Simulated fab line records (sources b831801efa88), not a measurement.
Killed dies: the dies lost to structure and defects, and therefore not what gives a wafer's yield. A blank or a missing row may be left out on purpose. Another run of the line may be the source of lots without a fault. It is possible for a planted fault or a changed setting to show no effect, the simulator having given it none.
Which tool was responsible? || flow gf180mcu || 7 lots with 21 wafers sampled at 2 steps, on a route of 602 steps

== WHAT THE GAUGES SHOWED, per wafer ==
GF_TOP_METAL_RS_MEAS_05: the measuring method here is four-point-probe.
{"lot": "L170", "measured": "day 28 07:59", "on": "film_metro-04", "TOP_METAL_ALCU_RS (ohm/sq)": "0.0324 0.0321 0.0323"}
{"lot": "L173", "measured": "day 29 07:45", "on": "film_metro-01", "TOP_METAL_ALCU_RS (ohm/sq)": "0.0323 0.0324 0.0323"}
{"lot": "L175", "measured": "day 29 20:42", "on": "film_metro-02", "TOP_METAL_ALCU_RS (ohm/sq)": "0.0333 0.0332 0.0329"}
{"lot": "L178", "measured": "day 30 17:50", "on": "film_metro-01", "TOP_METAL_ALCU_RS (ohm/sq)": "0.0327 0.0328 0.0330"}
{"lot": "L180", "measured": "day 31 05:32", "on": "film_metro-02", "TOP_METAL_ALCU_RS (ohm/sq)": "0.0323 0.0321 0.0323"}
{"lot": "L184", "measured": "day 32 05:56", "on": "film_metro-04", "TOP_METAL_ALCU_RS (ohm/sq)": "0.0327 0.0327 0.0327"}
{"lot": "L190", "measured": "day 33 18:45", "on": "film_metro-04", "TOP_METAL_ALCU_RS (ohm/sq)": "0.0332 0.0329 0.0335"}

== WHAT TOOL EACH LOT RAN ON (gives the tool, then ch and the chambers of the sampled wafers, and finally the start) ==
{"lot": "L170", "GF_V5_SPUTTER_22": "pvd_sputter-01, day 28 07:05"}
{"lot": "L173", "GF_V5_SPUTTER_22": "pvd_sputter-04, day 29 06:51"}
{"lot": "L175", "GF_V5_SPUTTER_22": "pvd_sputter-01, day 29 19:49"}
{"lot": "L178", "GF_V5_SPUTTER_22": "pvd_sputter-01, day 30 16:55"}
{"lot": "L180", "GF_V5_SPUTTER_22": "pvd_sputter-03, day 31 04:41"}
{"lot": "L184", "GF_V5_SPUTTER_22": "pvd_sputter-01, day 32 05:02"}
{"lot": "L190", "GF_V5_SPUTTER_22": "pvd_sputter-01, day 33 17:53"}
- GF_V5_SPUTTER_22: material TiN, target thk 10 nm, time 40 s.

== THE ANSWER, worked out from the rows above alone ==
Rule: usual is defined by the lots themselves. Put in order of their means at a reading, lots are off if they are a third of the lots or fewer, leave a main group of 4 or more, and stand apart from it by a gap of 3 or more times the standard deviation of the main group's means; of several such gaps the widest counts. A main group is skipped when, at the precision printed for the reading in the tables above, its means are all equal. Also off: a lot with no number at a reading for which 4 or more lots have one. All remaining lots with rows at the step are treated as sound.
No lot is off at any reading shown: from this, nothing can be told.

== WHAT THE SIMULATOR HAD INSERTED ==
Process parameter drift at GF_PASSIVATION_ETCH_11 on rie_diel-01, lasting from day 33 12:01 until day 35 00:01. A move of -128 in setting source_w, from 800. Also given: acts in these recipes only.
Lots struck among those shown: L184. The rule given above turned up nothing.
